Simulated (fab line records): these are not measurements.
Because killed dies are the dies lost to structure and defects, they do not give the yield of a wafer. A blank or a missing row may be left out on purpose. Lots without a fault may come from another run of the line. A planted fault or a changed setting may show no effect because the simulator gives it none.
What tool caused it?	flow gf180mcu	10 lots with 30 wafers sampled at 6 steps, on a route of 602 steps

WHAT THE GAUGES SHOWED, per wafer
GF_V1_RS_MEAS_24: a four-point-probe measurement. Usual: V1_W_RS typically reads 0.326 ohm/sq, with standard deviation 0.0046.
lot	measured	on	V1_W_RS (ohm/sq)	flag
L412	day 18 07:01	film metro-03	0.320 0.330 0.331	
L414	day 18 23:04	film metro-04	0.324 0.326 0.323	
L417	day 19 23:08	film metro-04	0.322 0.317 0.318	
L418	day 20 10:32	film metro-04	0.326 0.320 0.323	
L427	day 23 17:51	film metro-04	0.318 0.327 0.316	
L428	day 24 05:45	film metro-03	0.326 0.316 0.316	
L429	day 25 03:58	film metro-03	0.324 0.316 0.318	
L431	day 25 11:37	film metro-04	0.328 0.326 0.325	
L435	day 26 07:07	film metro-04	0.324 0.322 0.323	
L434	day 26 08:42	film metro-01	0.323 0.323 0.329	

GF_V2_RS_MEAS_24: a four-point-probe measurement. Usual: V2_W_RS typically reads 0.323 ohm/sq, with standard deviation 0.007.
lot	measured	on	V2_W_RS (ohm/sq)	flag
L412	day 20 10:11	film metro-01	0.339 0.319 0.321	
L414	day 21 02:45	film metro-01	0.319 0.332 0.314	
L417	day 22 01:55	film metro-02	0.217 0.330 0.215 0.217 0.330 0.216	OFF
L418	day 22 12:14	film metro-03	0.331 0.216 0.331 0.331 0.216 0.331	OFF
L427	day 25 15:09	film metro-01	0.329 0.318 0.326	
L428	day 26 04:21	film metro-03	0.315 0.319 0.318	
L429	day 27 00:37	film metro-03	0.311 0.325 0.328	
L431	day 27 08:41	film metro-01	0.312 0.323 0.324	
L435	day 28 02:51	film metro-02	0.327 0.326 0.321	
L434	day 28 04:30	film metro-02	0.322 0.329 0.326	

GF_V2_THK_MEAS_25: measures by xrf. Usual: V2_W_THK typically reads 370 nm, with standard deviation 8.6.
lot	measured	on	V2_W_THK (nm)	flag
L412	day 20 10:18	film metro-01	355 381 378	
L414	day 21 02:51	film metro-01	378 362 385	
L417	day 22 17:20	film metro-02	562 364 - - 364 -	OFF
L418	day 22 15:49	film metro-03	356 557 356 358 559 358	OFF
L427	day 25 15:16	film metro-01	363 376 366	
L428	day 26 04:28	film metro-03	379 376 377	
L429	day 27 00:44	film metro-03	377 361 358	
L431	day 27 08:47	film metro-01	388 371 370	
L435	day 28 02:58	film metro-02	370 374 376	
L434	day 28 04:37	film metro-02	374 368 371	

EACH LOT AND THE TOOL THAT RAN IT (in order: tool; ch and the chambers of the sampled wafers; start)
lot	GF_V1_SPUTTER_21	GF_M2_STRIP_17	GF_V2_CVD_23
L412	pvd sputter-03, day 18 06:49	plasma asher-01 ch 0,1, day 19 07:49	cvd w-01 ch 0,1, day 20 10:04
L414	pvd sputter-04, day 18 22:42	plasma asher-04 ch 0,1, day 20 00:14	cvd w-01 ch 0,1, day 21 02:38
L417	pvd sputter-04, day 19 22:48	plasma asher-01 ch 0,1, day 21 00:08	cvd w-01 ch 0,1, day 22 01:47
L418	pvd sputter-01, day 20 10:19	plasma asher-01 ch 0,1, day 21 10:55	cvd w-01 ch 0,1, day 22 12:07
L427	pvd sputter-04, day 23 17:37	plasma asher-02 ch 0,1, day 24 16:07	cvd w-02 ch 0,1, day 25 15:01
L428	pvd sputter-01, day 24 05:31	plasma asher-04 ch 0,1, day 25 04:47	cvd w-02 ch 0,1, day 26 04:13
L429	pvd sputter-04, day 25 03:45	plasma asher-04 ch 0,1, day 26 01:40	cvd w-01 ch 0,1, day 27 00:30
L431	pvd sputter-04, day 25 11:16	plasma asher-01 ch 0,1, day 26 09:56	cvd w-01 ch 0,1, day 27 08:33
L435	pvd sputter-03, day 26 06:53	plasma asher-04 ch 0,1, day 27 04:22	cvd w-02 ch 0,1, day 28 02:43
L434	pvd sputter-04, day 26 08:28	plasma asher-02 ch 0,1, day 27 06:16	cvd w-02 ch 0,1, day 28 04:22
- GF_V1_SPUTTER_21: material Ti, target thk 15 nm, time 80.02 s.
- GF_M2_STRIP_17: strips in O2/N2.
- GF_V2_CVD_23: deposits W, target thk 350 nm, time 104.94 s.

AS READ BY THE TOOLS THEMSELVES (means over the sampled wafers that have a number; for cases with no such wafer, the mark the record gives instead)
GF_V1_SPUTTER_21. Usual: throttle valve pct at 30.5 %, with a standard deviation of 1.3.
lot	tool	throttle valve pct (%)	flag
L412	pvd sputter-03	29.0	
L414	pvd sputter-04	30.3	
L417	pvd sputter-04	30.9	
L418	pvd sputter-01	31.0	
L427	pvd sputter-04	32.4	
L428	pvd sputter-01	30.6	
L429	pvd sputter-04	30.4	
L431	pvd sputter-04	31.8	
L435	pvd sputter-03	28.4	
L434	pvd sputter-04	32.4	

GF_M2_STRIP_17. Usual: drypump motor current A 6.0 A, standard deviation 0.47; heater power w 354 W, standard deviation 61; oes product au 0.539 a.u., standard deviation 0.0047; strip time to endpoint s 7.40 s, standard deviation 0.041.
lot	tool	drypump motor current A (A)	heater power w (W)	oes product au (a.u.)	strip time to endpoint s (s)	flag
L412	plasma asher-01	5.6	357	0.542	7.38	
L414	plasma asher-04	6.5	321	0.534	7.40	
L417	plasma asher-01	5.6	353	0.536	7.36	
L418	plasma asher-01	5.5	407	0.538	7.40	
L427	plasma asher-02	6.4	338	0.536	7.40	
L428	plasma asher-04	6.5	320	0.532	7.34	
L429	plasma asher-04	6.4	298	0.539	7.44	
L431	plasma asher-01	5.5	409	0.538	7.46	
L435	plasma asher-04	6.5	323	0.541	7.42	
L434	plasma asher-02	6.4	338	0.532	7.36	

GF_V2_CVD_23. Usual: heater power w at 829 W, with a standard deviation of 46.
lot	tool	heater power w (W)	flag
L412	cvd w-01	832	
L414	cvd w-01	836	
L417	cvd w-01	829	
L418	cvd w-01	854	
L427	cvd w-02	819	
L428	cvd w-02	793	
L429	cvd w-01	866	
L431	cvd w-01	867	
L435	cvd w-02	815	
L434	cvd w-02	833	

THE ANSWER, worked out from the rows above alone
Rule: take the mean of a lot's wafers that have a number; if it is more than 3 standard deviations from the usual mean, the lot is off. Also off: a lot with no number at a reading for which 4 or more lots have one. All remaining lots with rows at the step are treated as sound. After the gauges, taken in route order, come the tools' own readings; for these a lot's mean is taken, as printed above. At the first step where some lot is off, the reading lying furthest off is the one used; lots without a number count as furthest.
Off: L417, L418, at GF_V2_RS_MEAS_24 (V2_W_RS).
If a tool, at a process step before that reading, ran all the lots that are off and no sound lot after the first of them, it fits. Gauges at GF_V2_RS_MEAS_24: tried the same way as those tools. No candidate that was tried fits.

WHAT THE SIMULATOR HAD PUT IN
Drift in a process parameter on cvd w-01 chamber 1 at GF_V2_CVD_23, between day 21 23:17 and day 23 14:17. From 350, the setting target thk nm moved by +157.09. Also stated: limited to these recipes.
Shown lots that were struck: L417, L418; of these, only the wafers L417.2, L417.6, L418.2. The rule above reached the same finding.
